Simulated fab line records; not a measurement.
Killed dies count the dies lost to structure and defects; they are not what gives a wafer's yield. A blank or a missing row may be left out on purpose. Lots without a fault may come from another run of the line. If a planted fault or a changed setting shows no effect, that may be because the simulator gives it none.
fab line records	flow sky130
record: lots: 24	wafers: 72	last-day: 50
route steps=708 shown VIA2@529 METAL3@534 PAD_OPEN@701
lots that met no fault: taken from a fault-free run of the same line
start-h: start of the lot's first displayed wafer, in hours after the record's first day	wait-h: how many hours have passed since the lot's step before this one	" as in the row above	L1.1+2: a single row standing in for several wafers	- no value present, or no start provided	* or withheld: withheld	< > ~ a bound
route shown NAME@n: a module of which the file shows steps, and the number in the route of the first	usual: the fault-free wafers' mean and standard deviation	same: alike in all rows	chamber/n: place in a boat	sites: the reading at each site	_std_site: standard deviation across them	_edge_site: mean of outer sites minus mean of inner sites	radius-mm: for every site, how far away it sits from the centre of the wafer	mask NAME#n: copy n	behind: tool/chamber where the wafer was last shaped	hold: why the lot was held/for how many hours/how that ended	device: names the non-switching transistor (n, p or np)	end of line: the tests these same wafers got at the end of their route	step lacking rows: just its recipe	killed: count of dies lost to structure and defects at first sort (not the wafer's yield)	map: shows each die of a wafer: x if killed, . if not, _ if none is there
set.NAME: the setting as run; set.NAME@STEP: as run at that earlier step	model.NAME: the simulator's own value behind a step, which no gauge read
one table for each step of the route and one row for each wafer, over a sample of lots
services: a tool's chamber out of use, with start hour (start-h, from the record's first day; less than 0 if before it), hours out, and reason
== steps ==
step: SKY_VIA2_RS_MEAS_22
recipe: thk-meas-gauge: four-point-probe	reads: W_of_VIA2_CVD_21+TiN_of_VIA2_SPUTTER_20
usual: VIA2_W_RS: 0.273/0.004
lot.wafer	tool	chamber	start-h	wait-h	VIA2_W_RS[ohm/sq]
L076.4	film-metro-03	-	868.24	0.1	0.273
L076.5	"	-	"	"	0.268
L076.6	"	-	"	"	0.272
L075.1	film-metro-02	-	869.30	0.1	0.281
L075.5	"	-	"	"	0.279
L075.6	"	-	"	"	0.271
L074.2	film-metro-02	-	870.06	0.1	0.268
L074.3	"	-	"	"	0.270
L074.4	"	-	"	"	0.278
L077.3	film-metro-01	-	870.39	0.1	0.277
L077.5	"	-	"	"	0.273
L077.6	"	-	"	"	0.277
L078.1	film-metro-03	-	879.20	0.1	0.273
L078.2	"	-	"	"	0.276
L078.3	"	-	"	"	0.275
L079.1	film-metro-03	-	887.79	0.1	0.271
L079.3	"	-	"	"	0.266
L079.6	"	-	"	"	0.269
L080.3	film-metro-02	-	895.18	0.1	0.282
L080.4	"	-	"	"	0.278
L080.6	"	-	"	"	0.280
L081.1	film-metro-03	-	903.87	0.1	0.267
L081.3	"	-	"	"	0.279
L081.6	"	-	"	"	0.272
L082.1	film-metro-02	-	914.09	0.1	0.268
L082.4	"	-	"	"	0.277
L082.5	"	-	"	"	0.276
L083.4	film-metro-03	-	919.54	0.1	0.268
L083.5	"	-	"	"	0.267
L083.6	"	-	"	"	0.275
L084.3	film-metro-02	-	927.32	0.1	0.280
L084.4	"	-	"	"	0.269
L084.5	"	-	"	"	0.281
L085.2	film-metro-01	-	928.58	0.1	0.274
L085.4	"	-	"	"	0.277
L085.6	"	-	"	"	0.270
L086.2	film-metro-03	-	939.69	0.1	0.272
L086.3	"	-	"	"	0.271
L086.6	"	-	"	"	0.281
L087.2	film-metro-01	-	948.28	0.1	0.266
L087.3	"	-	"	"	0.269
L087.5	"	-	"	"	0.268
L088.4	film-metro-03	-	955.73	0.1	0.273
L088.5	"	-	"	"	0.272
L088.6	"	-	"	"	0.273
L089.1	film-metro-01	-	960.10	0.1	0.274
L089.3	"	-	"	"	0.276
L089.4	"	-	"	"	0.270
L090.1	film-metro-03	-	962.01	0.1	0.278
L090.2	"	-	"	"	0.270
L090.5	"	-	"	"	0.278
L093.1	film-metro-03	-	1002.66	0.1	0.277
L093.3	"	-	"	"	0.274
L093.5	"	-	"	"	0.272
L094.2	film-metro-03	-	1005.44	0.1	0.267
L094.4	"	-	"	"	0.273
L094.6	"	-	"	"	0.268
L091.1	film-metro-02	-	1006.47	0.1	0.270
L091.2	"	-	"	"	0.268
L091.3	"	-	"	"	0.275
L095.2	film-metro-01	-	1008.21	0.1	0.267
L095.4	"	-	"	"	0.273
L095.6	"	-	"	"	0.274
L092.2	film-metro-03	-	1009.72	0.1	0.266
L092.3	"	-	"	"	0.267
L092.5	"	-	"	"	0.271
L096.1	film-metro-03	-	1010.42	0.1	0.278
L096.4	"	-	"	"	0.274
L096.5	"	-	"	"	0.278
L097.1	film-metro-01	-	1015.80	0.1	0.275
L097.2	"	-	"	"	0.271
L097.4	"	-	"	"	0.268
step: SKY_VIA2_CMP_24
recipe: stop-on: SiO2	t-overpolish-s: 20	down-force-psi: 3.5	platen-rpm: 60	target-thk-nm: 0	pad-velocity-m-s: 0.94248
usual: motor-current-A: 11.4/1.1	overpolish-run-s: 20.001/0.0091	slurry-filter-dp-kPa: 13.47/0.12	time-to-endpoint-s: 100/3.7
lot.wafer	tool	chamber	start-h	wait-h	motor-current-A	overpolish-run-s	slurry-filter-dp-kPa	time-to-endpoint-s
L076.4	cmp-01	1	868.46	0.1	12.6	19.992	13.56	97
L076.6	"	3	"	"	11.0	20.008	13.58	100
L076.5	"	0	"	"	13.6	20.005	13.58	107
L075.1	cmp-02	3	869.63	0.2	12.1	19.991	13.52	91
L075.6	"	0	"	"	11.5	20.015	13.58	98
L075.5	"	1	"	"	11.4	19.990	13.60	89
L074.2	cmp-01	1	870.27	0.1	12.5	19.998	13.39	101
L074.3	"	2	"	"	10.6	19.998	13.54	101
L074.4	"	3	"	"	10.8	19.980	13.61	100
L077.3	cmp-02	2	870.53	0.0	10.0	20.007	13.74	105
L077.6	"	2	"	"	10.4	20.007	13.35	101
L077.5	"	3	"	"	10.7	19.987	13.35	97
L078.3	cmp-01	3	879.43	0.1	11.0	20.012	13.37	97
L078.1	"	0	"	"	13.0	20.000	13.30	104
L078.2	"	1	"	"	12.6	20.011	13.34	98
L079.3	cmp-02	1	887.97	0.0	11.2	19.991	13.57	99
L079.1	"	2	"	"	10.5	20.021	13.47	101
L079.6	"	2	"	"	10.0	20.014	13.46	105
L080.4	cmp-01	3	895.42	0.1	10.5	19.999	13.47	96
L080.3	"	0	"	"	13.0	19.984	13.29	98
L080.6	"	2	"	"	10.4	19.993	13.47	95
L081.1	cmp-02	1	904.12	0.1	11.1	19.986	13.46	99
L081.3	"	3	"	"	10.9	20.011	13.37	93
L081.6	"	0	"	"	11.5	19.998	13.48	99
L082.4	cmp-02	2	914.32	0.1	10.6	20.009	13.44	101
L082.1	"	3	"	"	11.4	20.000	13.33	98
L082.5	"	1	"	"	10.6	19.996	13.35	96
L083.4	cmp-01	2	919.71	0.1	10.8	19.997	13.37	98
L083.6	"	1	"	"	11.9	19.989	13.52	95
L083.5	"	2	"	"	10.2	19.999	13.46	101
L084.3	cmp-02	3	927.46	0.0	11.2	19.992	13.52	99
L084.4	"	0	"	"	11.3	20.020	13.52	104
L084.5	"	0	"	"	11.6	19.994	13.32	98
L085.4	cmp-01	3	928.74	0.0	10.9	20.006	13.74	98
L085.2	"	0	"	"	13.2	20.006	13.60	102
L085.6	"	0	"	"	13.1	20.009	13.61	101
L086.2	cmp-02	1	939.90	0.1	11.2	19.989	13.44	95
L086.3	"	2	"	"	10.5	19.989	13.50	104
L086.6	"	0	"	"	11.3	20.015	13.37	97
L087.2	cmp-01	3	948.44	0.0	10.2	20.003	13.60	102
L087.3	"	1	"	"	12.6	19.979	13.71	102
L087.5	"	3	"	"	10.6	20.003	13.52	102
L088.4	cmp-01	1	956.00	0.2	12.0	20.015	13.53	95
L088.5	"	2	"	"	10.4	20.008	13.37	100
L088.6	"	3	"	"	11.1	19.996	13.56	97
L089.3	cmp-01	2	960.28	0.0	9.9	19.990	13.38	97
L089.4	"	0	"	"	13.9	19.985	13.46	104
L089.1	"	1	"	"	12.5	20.001	13.45	98
L090.1	cmp-01	2	962.24	0.1	11.2	19.999	13.54	100
L090.2	"	0	"	"	14.0	20.013	13.46	102
L090.5	"	2	"	"	10.2	19.997	13.47	100
L093.3	cmp-02	2	1002.94	0.1	10.0	19.999	13.50	106
L093.1	"	3	"	"	11.6	20.004	13.57	100
L093.5	"	1	"	"	11.3	20.005	13.49	100
L094.2	cmp-01	2	1005.60	0.0	10.0	20.007	13.39	104
L094.4	"	3	"	"	10.7	19.992	13.62	103
L094.6	"	2	"	"	10.3	19.989	13.59	105
L091.1	cmp-01	2	1006.65	0.1	10.3	19.996	13.46	102
L091.3	"	3	"	"	10.6	20.010	13.31	99
L091.2	"	1	"	"	12.6	20.009	13.72	101
L095.4	cmp-01	3	1008.37	0.0	10.9	19.998	13.49	102
L095.2	"	0	"	"	13.3	20.016	13.15	108
L095.6	"	0	"	"	13.5	19.998	13.28	104
L092.3	cmp-02	0	1010.00	0.2	11.7	20.001	13.35	112
L092.2	"	1	"	"	10.7	20.005	13.57	104
L092.5	"	3	"	"	11.3	19.986	13.54	100
L096.1	cmp-02	0	1010.60	0.1	11.4	19.996	13.52	103
L096.4	"	2	"	"	9.9	20.006	13.56	105
L096.5	"	0	"	"	11.8	20.010	13.67	102
L097.4	cmp-01	2	1016.03	0.1	10.0	20.003	13.49	101
L097.2	"	3	"	"	10.7	20.003	13.60	99
L097.1	"	0	"	"	13.3	19.989	13.57	101
step: SKY_METAL3_SPUTTER_02
recipe: material: AlCu	target-thk-nm: 735	power-w: 10600	time-s: 39.1	chamber-pressure-pa: 0.4
usual: chamber-pressure-pa: 0.4000/0.00087	throttle-valve-pct: 30.4/1.2
lot.wafer	tool	chamber	start-h	wait-h	chamber-pressure-pa	throttle-valve-pct
L076.4	pvd-sputter-04	-	868.71	0.0	0.3994	28.2
L076.5	"	-	"	"	0.4001	30.0
L076.6	"	-	"	"	0.3993	31.3
L075.1	pvd-sputter-01	-	869.82	0.0	0.4001	31.3
L075.5	"	-	"	"	0.4009	31.5
L075.6	"	-	"	"	0.3995	33.3
L074.2	pvd-sputter-01	-	870.56	0.0	0.3994	29.3
L074.3	"	-	"	"	0.3993	31.3
L074.4	"	-	"	"	0.4018	33.2
L077.3	pvd-sputter-02	-	870.88	0.0	0.4008	30.6
L077.5	"	-	"	"	0.4012	30.1
L077.6	"	-	"	"	0.4011	30.3
L078.1	pvd-sputter-04	-	879.73	0.0	0.4001	28.1
L078.2	"	-	"	"	0.3994	30.2
L078.3	"	-	"	"	0.3998	31.0
L079.1	pvd-sputter-02	-	888.37	0.0	0.4000	30.5
L079.3	"	-	"	"	0.3992	30.2
L079.6	"	-	"	"	0.3989	30.1
L080.3	pvd-sputter-02	-	895.67	0.0	0.3999	30.6
L080.4	"	-	"	"	0.3997	30.4
L080.6	"	-	"	"	0.3993	30.1
L081.1	pvd-sputter-02	-	904.42	0.0	0.3996	31.2
L081.3	"	-	"	"	0.3993	30.0
L081.6	"	-	"	"	0.3999	31.1
L082.1	pvd-sputter-02	-	914.62	0.0	0.3993	30.5
L082.4	"	-	"	"	0.3993	30.2
L082.5	"	-	"	"	0.3992	30.4
L083.4	pvd-sputter-02	-	920.01	0.0	0.3998	30.9
L083.5	"	-	"	"	0.3982	30.1
L083.6	"	-	"	"	0.3992	30.3
L084.3	pvd-sputter-02	-	927.81	0.0	0.3987	31.0
L084.4	"	-	"	"	0.4002	30.1
L084.5	"	-	"	"	0.3996	30.2
L085.2	pvd-sputter-04	-	929.09	0.0	0.4015	31.2
L085.4	"	-	"	"	0.4004	30.2
L085.6	"	-	"	"	0.4001	31.3
L086.2	pvd-sputter-02	-	940.20	0.0	0.4003	30.5
L086.3	"	-	"	"	0.4003	31.1
L086.6	"	-	"	"	0.4001	30.6
L087.2	pvd-sputter-04	-	948.79	0.0	0.3997	30.1
L087.3	"	-	"	"	0.4001	29.4
L087.5	"	-	"	"	0.3996	30.0
L088.4	pvd-sputter-04	-	956.19	0.0	0.3999	28.2
L088.5	"	-	"	"	0.3991	28.1
L088.6	"	-	"	"	0.4001	29.6
L089.1	pvd-sputter-04	-	960.63	0.0	0.4013	29.7
L089.3	"	-	"	"	0.4015	30.1
L089.4	"	-	"	"	0.3997	28.2
L090.1	pvd-sputter-04	-	962.54	0.0	0.4005	28.0
L090.2	"	-	"	"	0.4004	30.0
L090.5	"	-	"	"	0.4011	29.6
L093.1	pvd-sputter-02	-	1003.18	0.0	0.3996	30.0
L093.3	"	-	"	"	0.3982	30.3
L093.5	"	-	"	"	0.3996	30.4
L094.2	pvd-sputter-04	-	1005.95	0.0	0.4000	30.1
L094.4	"	-	"	"	0.3998	29.3
L094.6	"	-	"	"	0.3999	28.5
L091.1	pvd-sputter-01	-	1007.00	0.0	0.4010	33.0
L091.2	"	-	"	"	0.3990	31.5
L091.3	"	-	"	"	0.3997	33.2
L095.2	pvd-sputter-01	-	1008.72	0.0	0.4012	33.2
L095.4	"	-	"	"	0.4005	29.3
L095.6	"	-	"	"	0.4009	29.9
L092.2	pvd-sputter-04	-	1010.30	0.0	0.3992	31.2
L092.3	"	-	"	"	0.4010	30.3
L092.5	"	-	"	"	0.4008	29.5
L096.1	pvd-sputter-04	-	1010.95	0.0	0.4000	29.3
L096.4	"	-	"	"	0.3987	31.3
L096.5	"	-	"	"	0.4009	30.1
L097.1	pvd-sputter-02	-	1016.33	0.0	0.3992	31.0
L097.2	"	-	"	"	0.3990	30.5
L097.4	"	-	"	"	0.4007	30.3
step: SKY_METAL3_SPUTTER_03
recipe: material: Ti	target-thk-nm: 5	power-w: 3000	time-s: 3.3	chamber-pressure-pa: 0.4
usual: chamber-pressure-pa: 0.4000/0.00079	throttle-valve-pct: 30.4/1.2
lot.wafer	tool	chamber	start-h	wait-h	chamber-pressure-pa	throttle-valve-pct
L076.4	pvd-sputter-04	-	868.75	0.0	0.4003	28.0
L076.5	"	-	"	"	0.3998	30.0
L076.6	"	-	"	"	0.4005	31.4
L075.1	pvd-sputter-01	-	869.86	0.0	0.3997	31.4
L075.5	"	-	"	"	0.3996	31.8
L075.6	"	-	"	"	0.4002	32.8
L074.2	pvd-sputter-01	-	870.60	0.0	0.3998	29.2
L074.3	"	-	"	"	0.4010	31.6
L074.4	"	-	"	"	0.3994	33.3
L077.3	pvd-sputter-02	-	870.92	0.0	0.3985	30.6
L077.5	"	-	"	"	0.4011	30.4
L077.6	"	-	"	"	0.4005	30.2
L078.1	pvd-sputter-04	-	879.77	0.0	0.4006	28.3
L078.2	"	-	"	"	0.3991	29.8
L078.3	"	-	"	"	0.4003	31.2
L079.1	pvd-sputter-02	-	888.44	0.0	0.4004	30.5
L079.3	"	-	"	"	0.3997	30.0
L079.6	"	-	"	"	0.3996	30.2
L080.3	pvd-sputter-02	-	895.71	0.0	0.3999	30.3
L080.4	"	-	"	"	0.4005	30.6
L080.6	"	-	"	"	0.3984	30.5
L081.1	pvd-sputter-02	-	904.46	0.0	0.3989	31.4
L081.3	"	-	"	"	0.3990	30.3
L081.6	"	-	"	"	0.3984	31.1
L082.1	pvd-sputter-02	-	914.66	0.0	0.4011	30.3
L082.4	"	-	"	"	0.4011	29.9
L082.5	"	-	"	"	0.3998	30.7
L083.4	pvd-sputter-02	-	920.05	0.0	0.4001	31.4
L083.5	"	-	"	"	0.3998	30.1
L083.6	"	-	"	"	0.4011	30.3
L084.3	pvd-sputter-02	-	927.85	0.0	0.3987	31.4
L084.4	"	-	"	"	0.4007	30.2
L084.5	"	-	"	"	0.3994	30.1
L085.2	pvd-sputter-04	-	929.13	0.0	0.4006	31.4
L085.4	"	-	"	"	0.4006	30.1
L085.6	"	-	"	"	0.4005	31.5
L086.2	pvd-sputter-02	-	940.24	0.0	0.3995	30.3
L086.3	"	-	"	"	0.4005	31.1
L086.6	"	-	"	"	0.4005	30.3
L087.2	pvd-sputter-04	-	948.83	0.0	0.3984	30.2
L087.3	"	-	"	"	0.4000	29.5
L087.5	"	-	"	"	0.4002	30.4
L088.4	pvd-sputter-04	-	956.23	0.0	0.4006	28.0
L088.5	"	-	"	"	0.4018	28.0
L088.6	"	-	"	"	0.4005	29.5
L089.1	pvd-sputter-04	-	960.66	0.0	0.3994	29.4
L089.3	"	-	"	"	0.3996	30.3
L089.4	"	-	"	"	0.4003	28.0
L090.1	pvd-sputter-04	-	962.58	0.0	0.3993	28.1
L090.2	"	-	"	"	0.3997	29.9
L090.5	"	-	"	"	0.4001	29.6
L093.1	pvd-sputter-02	-	1003.22	0.0	0.4007	30.0
L093.3	"	-	"	"	0.3996	30.4
L093.5	"	-	"	"	0.4016	30.5
L094.2	pvd-sputter-04	-	1005.99	0.0	0.3983	30.0
L094.4	"	-	"	"	0.4011	29.4
L094.6	"	-	"	"	0.3995	28.3
L091.1	pvd-sputter-01	-	1007.04	0.0	0.4001	33.1
L091.2	"	-	"	"	0.3999	31.5
L091.3	"	-	"	"	0.3998	33.2
L095.2	pvd-sputter-01	-	1008.76	0.0	0.3983	33.3
L095.4	"	-	"	"	0.3996	29.3
L095.6	"	-	"	"	0.3997	29.5
L092.2	pvd-sputter-04	-	1010.34	0.0	0.3994	31.0
L092.3	"	-	"	"	0.3998	30.3
L092.5	"	-	"	"	0.3998	29.6
L096.1	pvd-sputter-04	-	1010.99	0.0	0.3999	29.6
L096.4	"	-	"	"	0.3996	31.4
L096.5	"	-	"	"	0.4009	30.3
L097.1	pvd-sputter-02	-	1016.37	0.0	0.4010	31.3
L097.2	"	-	"	"	0.4009	30.4
L097.4	"	-	"	"	0.3990	30.1
step: SKY_METAL3_ETCH_17
recipe: target: SiO2	stop-on: TiN	chemistry: C4F8/O2/Ar	source-w: 1500	bias-w: 1200	pressure-mtorr: 40	c4f8-flow-sccm: withheld	O2_flow_sccm: 6	Ar_flow_sccm: 300	time-s: 3.9	target-depth-a: 150
usual: oes-product-au: 0.755/0.0077
lot.wafer	tool	chamber	start-h	wait-h	oes-product-au	rf-hours-counter-h
L076.4	rie-diel-03	0	920.27	0.0	0.747	3
L076.5	"	0	"	"	0.754	-
L076.6	"	1	"	"	0.767	-
L075.1	rie-diel-04	0	921.10	0.1	0.761	18
L075.5	"	3	"	"	0.754	-
L075.6	"	0	"	"	0.767	-
L074.2	rie-diel-03	2	921.86	0.1	0.754	7
L074.3	"	3	"	"	0.755	12
L074.4	"	2	"	"	0.761	-
L077.3	rie-diel-04	3	922.72	0.0	0.754	27
L077.5	"	2	"	"	0.752	-
L077.6	"	1	"	"	0.766	-
L078.1	rie-diel-04	2	930.82	0.1	0.764	6
L078.2	"	3	"	"	0.750	27
L078.3	"	0	"	"	0.750	19
L079.1	rie-diel-02	3	940.01	0.1	0.733	3
L079.3	"	0	"	"	0.751	6
L079.6	"	0	"	"	0.748	-
L080.3	rie-diel-02	0	947.01	0.0	0.762	6
L080.4	"	0	"	"	0.754	-
L080.6	"	1	"	"	0.759	-
L081.1	rie-diel-04	3	955.92	0.1	0.755	28
L081.3	"	1	"	"	0.744	18
L081.6	"	1	"	"	0.768	-
L082.1	rie-diel-02	3	965.06	0.1	0.770	3
L082.4	"	1	"	"	0.748	12
L082.5	"	1	"	"	0.778	-
L083.4	rie-diel-04	0	970.46	0.0	0.753	20
L083.5	"	3	"	"	0.754	-
L083.6	"	2	"	"	0.744	-
L084.3	rie-diel-04	1	978.15	0.0	0.757	18
L084.4	"	3	"	"	0.748	29
L084.5	"	0	"	"	0.745	-
L085.2	rie-diel-02	2	978.46	0.1	0.753	11
L085.4	"	1	"	"	0.753	12
L085.6	"	3	"	"	0.743	-
L086.2	rie-diel-03	2	989.76	0.1	0.757	9
L086.3	"	3	"	"	0.761	15
L086.6	"	3	"	"	0.748	-
L087.2	rie-diel-03	1	998.35	0.1	0.767	9
L087.3	"	3	"	"	0.753	15
L087.5	"	0	"	"	0.763	-
L088.4	rie-diel-04	2	1006.07	0.0	0.761	8
L088.5	"	1	"	"	0.753	-
L088.6	"	2	"	"	0.764	-
L089.1	rie-diel-02	0	1010.22	0.1	0.761	8
L089.3	"	3	"	"	0.760	5
L089.4	"	1	"	"	0.763	13
L090.1	rie-diel-04	1	1013.12	0.1	0.740	19
L090.2	"	0	"	"	0.752	21
L090.5	"	1	"	"	0.753	-
L093.1	rie-diel-02	2	1048.76	0.1	0.737	13
L093.3	"	3	"	"	0.759	6
L093.5	"	0	"	"	0.769	-
L094.2	rie-diel-02	1	1050.32	0.1	0.744	14
L094.4	"	2	"	"	0.754	13
L094.6	"	2	"	"	0.763	-
L091.1	rie-diel-02	2	1050.95	0.1	0.760	13
L091.2	"	3	"	"	0.748	6
L091.3	"	1	"	"	0.767	14
L095.2	rie-diel-03	2	1052.20	0.1	0.753	12
L095.4	"	3	"	"	0.762	17
L095.6	"	0	"	"	0.750	-
L092.2	rie-diel-02	0	1054.11	0.1	0.751	9
L092.3	"	3	"	"	0.740	6
L092.5	"	1	"	"	0.754	-
L096.1	rie-diel-04	2	1054.65	0.1	0.754	10
L096.4	"	0	"	"	0.760	22
L096.5	"	2	"	"	0.745	-
L097.1	rie-diel-04	2	1059.20	0.1	0.754	10
L097.2	"	1	"	"	0.752	21
L097.4	"	3	"	"	0.754	2
step: SKY_PAD_OPEN_ETCH_07
recipe: chemistry: CF4/O2	target-depth-nm: 725	stop-on: AlCu	source-w: 800	bias-w: 150	pressure-mtorr: 150	cf4-flow-sccm: 80	O2_flow_sccm: 10	time-s: 161.1
usual: drypump-motor-current-A: 5.8/0.46	oes-product-au: 0.974/0.0082	throttle-valve-pct: 5.963/0.0092
lot.wafer	tool	chamber	start-h	wait-h	drypump-motor-current-A	oes-product-au	rf-hours-counter-h	throttle-valve-pct
L076.4	rie-diel-03	3	1089.62	-	5.9	0.970	18	5.967
L076.5	"	0	"	"	6.4	0.965	-	5.952
L076.6	"	1	"	"	6.5	0.978	-	5.956
L075.1	rie-diel-04	1	1092.10	-	5.8	0.977	22	5.961
L075.5	"	3	"	"	6.3	0.977	-	5.948
L075.6	"	2	"	"	5.6	0.982	-	5.975
L074.2	rie-diel-04	1	1092.37	-	5.8	0.973	22	5.961
L074.3	"	2	"	"	5.6	0.959	12	5.973
L074.4	"	3	"	"	6.3	0.979	3	5.949
L077.3	rie-diel-03	2	1092.72	-	5.7	0.971	13	5.964
L077.5	"	3	"	"	5.9	0.969	-	5.962
L077.6	"	0	"	"	6.4	0.968	-	5.960
L078.1	rie-diel-01	0	1097.80	-	6.2	0.976	6	5.961
L078.2	"	1	"	"	5.7	0.974	16	5.952
L078.3	"	3	"	"	5.4	0.960	22	5.971
L079.1	rie-diel-04	1	1111.22	-	5.8	0.975	23	5.964
L079.3	"	3	"	"	6.3	0.970	4	5.954
L079.6	"	3	"	"	6.3	0.988	-	5.972
L080.3	rie-diel-04	0	1112.37	-	5.1	0.966	24	5.962
L080.4	"	1	"	"	5.8	0.982	23	5.960
L080.6	"	1	"	"	5.8	0.977	-	5.994
L081.1	rie-diel-04	0	1118.87	-	5.1	0.960	25	5.973
L081.3	"	3	"	"	6.3	0.986	5	5.951
L081.6	"	1	"	"	5.8	0.978	-	5.980
L082.1	rie-diel-03	3	1130.05	-	5.9	0.974	20	5.970
L082.4	"	0	"	"	6.4	0.990	10	5.962
L082.5	"	0	"	"	6.4	0.983	-	5.953
L083.4	rie-diel-04	3	1133.30	-	6.3	0.976	5	5.962
L083.5	"	2	"	"	5.6	0.991	-	5.979
L083.6	"	3	"	"	6.3	0.982	-	5.969
L084.3	rie-diel-03	0	1135.82	-	6.4	0.966	10	5.967
L084.4	"	2	"	"	5.7	0.976	15	5.952
L084.5	"	3	"	"	5.8	0.965	-	5.963
L085.2	rie-diel-04	2	1136.55	-	5.6	0.978	13	5.947
L085.4	"	1	"	"	5.8	0.976	24	5.958
L085.6	"	3	"	"	6.3	0.979	-	5.969
L086.2	rie-diel-01	1	1143.90	-	5.6	0.965	17	5.955
L086.3	"	2	"	"	5.0	0.966	28	5.964
L086.6	"	0	"	"	6.1	0.967	-	5.955
L087.2	rie-diel-03	0	1151.32	-	6.4	0.968	11	5.962
L087.3	"	2	"	"	5.7	0.974	15	5.953
L087.5	"	2	"	"	5.7	0.960	-	5.960
L088.4	rie-diel-04	1	1157.07	-	5.8	0.989	25	5.983
L088.5	"	2	"	"	5.6	0.981	-	5.957
L088.6	"	3	"	"	6.3	0.979	-	5.979
L089.1	rie-diel-04	3	1161.02	-	6.3	0.985	7	5.976
L089.3	"	2	"	"	5.6	0.961	14	5.952
L089.4	"	2	"	"	5.6	0.989	-	5.979
L090.1	rie-diel-03	1	1167.05	-	6.5	0.965	15	5.963
L090.2	"	3	"	"	5.9	0.973	21	5.975
L090.5	"	0	"	"	6.4	0.961	-	5.965
L093.1	rie-diel-04	2	1190.00	-	5.6	0.971	15	5.952
L093.3	"	0	"	"	5.1	0.968	28	5.965
L093.5	"	3	"	"	6.3	0.990	-	5.972
L094.2	rie-diel-03	2	1194.42	-	5.7	0.966	17	5.955
L094.4	"	3	"	"	5.9	0.966	-	5.942
L094.6	"	0	"	"	6.4	0.962	-	5.947
L091.1	rie-diel-01	3	1194.57	-	5.4	0.962	25	5.965
L091.2	"	1	"	"	5.6	0.964	19	5.975
L091.3	"	2	"	"	5.0	0.973	30	5.963
L095.2	rie-diel-04	0	1195.10	-	5.1	0.960	28	5.964
L095.4	"	1	"	"	5.8	0.981	27	5.959
L095.6	"	3	"	"	6.3	0.982	-	5.962
L092.2	rie-diel-01	1	1196.37	-	5.6	0.976	19	5.956
L092.3	"	2	"	"	5.0	0.968	30	5.947
L092.5	"	3	"	"	5.4	0.974	-	5.954
L096.1	rie-diel-04	3	1196.60	-	6.3	0.982	8	5.955
L096.4	"	1	"	"	5.8	0.981	27	5.973
L096.5	"	2	"	"	5.6	0.980	-	5.969
L097.1	rie-diel-01	2	1198.90	-	5.0	0.981	30	5.977
L097.2	"	1	"	"	5.6	0.980	19	5.952
L097.4	"	3	"	"	5.4	0.983	25	5.964
== services ==
tool	chamber	start-h	hours	kind
pvd-sputter-02	-	850.79	6.3	repair
cmp-01	-	854.62	0.6	repair
cmp-01	-	880.50	3.3	pm
rie-diel-03	3	894.05	1.6	repair
cmp-01	-	912.00	4.0	pm
rie-diel-04	-	917.60	2.8	pm
rie-diel-04	1	927.04	7.9	repair
rie-diel-04	-	927.95	0.4	repair
rie-diel-04	0	947.16	8.5	repair
cmp-01	-	948.96	0.8	repair
pvd-sputter-02	-	956.01	14.5	repair
rie-diel-04	1	960.67	2.2	repair
pvd-sputter-02	-	963.60	5.1	repair
pvd-sputter-02	-	989.07	8.4	repair
rie-diel-04	-	991.23	14.6	pm
cmp-01	-	1024.91	10.5	repair
cmp-01	-	1036.16	7.5	repair
cmp-01	-	1036.56	5.1	repair
pvd-sputter-04	-	1044.65	2.2	repair
pvd-sputter-02	-	1067.07	2.8	repair
rie-diel-04	-	1090.97	0.4	repair
cmp-01	-	1138.78	6.7	pm
rie-diel-04	1	1157.46	3.7	repair
cmp-01	-	1192.74	0.7	repair
== key ==
fault none
